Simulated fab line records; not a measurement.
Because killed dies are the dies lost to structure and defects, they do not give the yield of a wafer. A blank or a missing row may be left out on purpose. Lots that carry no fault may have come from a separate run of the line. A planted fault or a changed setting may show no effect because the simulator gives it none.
Which tool did it?	flow gf180mcu	42 wafers from 14 lots sampled at 2 of the route's 602 steps

WHAT THE GAUGES READ, wafer by wafer
GF_M2_OVL_MEAS_15.
lot	measured	on	M2_OVL (nm)
L335	day 19 12:46	overlay-01	-6 -2 -2
L336	day 19 20:09	overlay-02	0 -6 -8
L338	day 20 16:29	overlay-02	-4 -10 -9
L339	day 21 05:37	overlay-02	-1 0 -3
L340	day 21 14:52	overlay-01	0 1 2
L341	day 21 19:49	overlay-02	-8 -11 -6
L344	day 23 00:46	overlay-01	-1 -8 -2
L345	day 23 11:46	overlay-02	-23 -4 -10
L346	day 23 19:28	overlay-01	6 5 2
L353	day 25 21:37	overlay-01	8 -5 2
L354	day 26 01:43	overlay-02	7 -1 5
L355	day 26 10:31	overlay-01	3 4 6
L356	day 26 17:07	overlay-02	8 -4 -1
L357	day 27 06:22	overlay-01	-16 -13 -15

WHICH TOOL RAN EACH LOT (tool, then ch and the chambers of the sampled wafers, then the start)
lot	GF_M2_SPUTTER_02
L335	pvdSputter-01, day 18 11:44
L336	pvdSputter-04, day 18 18:48
L338	pvdSputter-04, day 19 14:38
L339	pvdSputter-04, day 20 05:15
L340	pvdSputter-04, day 20 15:02
L341	pvdSputter-02, day 20 19:35
L344	pvdSputter-01, day 22 01:18
L345	pvdSputter-04, day 22 12:24
L346	pvdSputter-01, day 22 20:40
L353	pvdSputter-02, day 25 00:29
L354	pvdSputter-04, day 25 05:01
L355	pvdSputter-01, day 25 13:29
L356	pvdSputter-02, day 25 20:41
L357	pvdSputter-04, day 26 09:34
- GF_M2_SPUTTER_02: material AlCu, target thk 450 nm, time 23.9 s.

AS READ BY THE TOOLS THEMSELVES (means over the sampled wafers that have a number; for cases with no such wafer, the mark the record gives instead)
GF_M2_SPUTTER_02.
lot	tool	throttleValvePct (%)
L335	pvdSputter-01	28.9
L336	pvdSputter-04	30.5
L338	pvdSputter-04	30.6
L339	pvdSputter-04	30.5
L340	pvdSputter-04	30.6
L341	pvdSputter-02	28.6
L344	pvdSputter-01	29.2
L345	pvdSputter-04	30.7
L346	pvdSputter-01	28.9
L353	pvdSputter-02	28.9
L354	pvdSputter-04	30.4
L355	pvdSputter-01	28.9
L356	pvdSputter-02	29.3
L357	pvdSputter-04	31.0

THE ANSWER, worked out from the rows above alone
Rule: the lots themselves supply what counts as usual. Put in order of their means at a reading, lots are off if they are a third of the lots or fewer, leave a main group of 4 or more, and stand apart from it by a gap of 3 or more times the standard deviation of the main group's means; of several such gaps the widest counts. Not used: any main group whose means are identical at the precision the tables above print for the reading. Also off: a lot with no number at a reading for which 4 or more lots have one. The other lots that the step has rows for count as sound. Order of review: gauges by route order, followed by the tools' own readings, for which a lot's mean as printed above is used. At the first step where some lot is off, the reading lying furthest off is the one used; lots without a number count as furthest.
No lot is off on any of the readings shown, so nothing can be concluded from this.

WHAT HAD BEEN PUT IN BY THE SIMULATOR
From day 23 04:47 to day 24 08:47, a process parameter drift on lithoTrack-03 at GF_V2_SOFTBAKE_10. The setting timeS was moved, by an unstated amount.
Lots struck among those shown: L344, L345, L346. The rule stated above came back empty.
